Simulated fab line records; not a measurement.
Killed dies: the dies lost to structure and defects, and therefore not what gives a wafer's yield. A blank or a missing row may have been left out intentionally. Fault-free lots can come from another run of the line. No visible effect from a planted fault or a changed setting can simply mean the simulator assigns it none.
Problem report in the 8D (eight disciplines) form, filled by code || flow sky130 || the parts of the form that need people (team, actions taken, sign-off) are left out

1. WHAT IS WRONG
killed_at_M4_up at SKY_PAD_OPEN_PROBE_99 reads a mean of 56.7 on 3 wafers of 1 lot; wafers without a fault read 3.5 with a standard deviation of 1.8. That puts it +30 standard deviations away from the usual mean.
The first sign was on wafer L134.2 at day 49 17:30, on prober-01. At this step, 36 wafers from 12 lots have a number in the record. The rule behind "out" and "out of limits": a value lying over 4 standard deviations away from the usual mean. The rest of the wafers with a number are treated as sound.

2. WHAT IT IS, WHAT IT ISN'T
{"question": "which readings at this step", "is": "killed_at_M4_up, defect_limited_yield, killed_dies, sort_bin_3_pad_short, sort_n_pass, sort_yield_pct", "is not": "killed_at_M0_to_M3, killed_at_contacts, killed_at_front_end, killed_at_other, killed_open, killed_short, sort_bin_6_memory"}
{"question": "which lots", "is": "L134", "is not": "L120, L121, L122, L124, L125, L126, L130, L137, L139, L140, L141"}
{"question": "which wafers of those lots", "is": "all that have a number", "is not": "-"}
{"question": "read on which tools", "is": "prober-01", "is not": "prober-02"}
{"question": "when", "is": "from day 49 17:30", "is not": "up to then (21 sound wafers); but 12 sound wafers of L137, L139, L140, L141 came after"}

3. SUSPECTS, AND WHAT RULES EACH OUT
Counting: any tool at a process step up to the reading is kept as a suspect provided that every lot that is out went through it and no sound lot did after the first of them.
- wet_bench-02 at SKY_METAL4_CLEAN_22 (cleans in O3/DIW): kept. It ran the lot that is out, L134 (day 46 09:31), and no sound lot after that; its last sound lot up to then is L126 (day 44 03:52).
- pvd_sputter-03 at SKY_VIA4_SPUTTER_17 (material TiN, target thk 20 nm, time 80 s): ruled out as a lasting fault. Sound lots L139 ran on it after its first lot that is out, L134 (day 47 06:47).
- cvd_w-01 at SKY_VIA4_CVD_18 (deposits W, target thk 505 nm, time 152.14 s): ruled out as a lasting fault. Sound lots L141 ran on it after its first lot that is out, L134 (day 47 06:52).
- cmp-02 at SKY_VIA4_CMP_21 (polishes, stops on SiO2, t overpolish 25 s, target thk 0 nm): ruled out as a lasting fault. Sound lots L137, L141 ran on it after its first lot that is out, L134 (day 47 07:20).
- prober-01 at SKY_PAD_OPEN_PROBE_99: ruled out as a lasting fault. Sound lots L140 ran on it after its first lot that is out, L134 (day 49 17:30).
Remaining after the count: wet_bench-02 at SKY_METAL4_CLEAN_22.

4. THE CAUSE (what the simulator had put in)
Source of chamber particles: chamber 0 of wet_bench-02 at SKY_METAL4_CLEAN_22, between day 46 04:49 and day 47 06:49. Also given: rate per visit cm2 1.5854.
The count eliminated every tool but this one.

5. THE CHAIN OF EFFECTS, in route order
Each row: a reading whose mean over the struck wafers that have a number lies more than 3 standard deviations from the usual. Readings are gone through only where the record gives a usual standard deviation; hours: the median, over the lots, of the time from a lot's start at the first step in this table giving one to that lot's start at this step; sigmas: the change measured in usual standard deviations.
{"hours": 0, "step": "SKY_PAD_OPEN_PROBE_99", "reading": "defect_limited_yield", "usual": "82.4 %", "on struck wafers": 73.9, "change": -8.5, "sigmas": -4.7}
{"hours": 0, "step": "SKY_PAD_OPEN_PROBE_99", "reading": "killed_at_M4_up", "usual": 3.5, "on struck wafers": 56.7, "change": "+53.2", "sigmas": "+30"}
{"hours": 0, "step": "SKY_PAD_OPEN_PROBE_99", "reading": "killed_dies", "usual": 87, "on struck wafers": 129, "change": "+42", "sigmas": "+4.6"}
{"hours": 0, "step": "SKY_PAD_OPEN_PROBE_99", "reading": "sort_bin_3_pad_short", "usual": "0.9 %", "on struck wafers": 4.0, "change": "+3.1", "sigmas": "+7.3"}
{"hours": 0, "step": "SKY_PAD_OPEN_PROBE_99", "reading": "sort_bin_5_function", "usual": "10.5 %", "on struck wafers": 15.6, "change": "+5.1", "sigmas": "+3.4"}
{"hours": 0, "step": "SKY_PAD_OPEN_PROBE_99", "reading": "sort_n_pass", "usual": 405, "on struck wafers": 363, "change": -42, "sigmas": -4.6}
{"hours": 0, "step": "SKY_PAD_OPEN_PROBE_99", "reading": "sort_yield_pct", "usual": "82.4 %", "on struck wafers": 73.9, "change": -8.5, "sigmas": -4.7}
Process steps it contains:
- SKY_PAD_OPEN_PROBE_99

6. HOW IT WOULD HAVE BEEN CAUGHT EARLIER
85 hours passed between the start of the fault at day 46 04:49 and the first reading out of limits in this record, taken at day 49 17:30.
The start of SKY_METAL4_CLEAN_22 on wet_bench-02 came by day 49 17:30 for every one of the lots that are out (1). Had the tool been put on hold then, not one of them would have been saved.
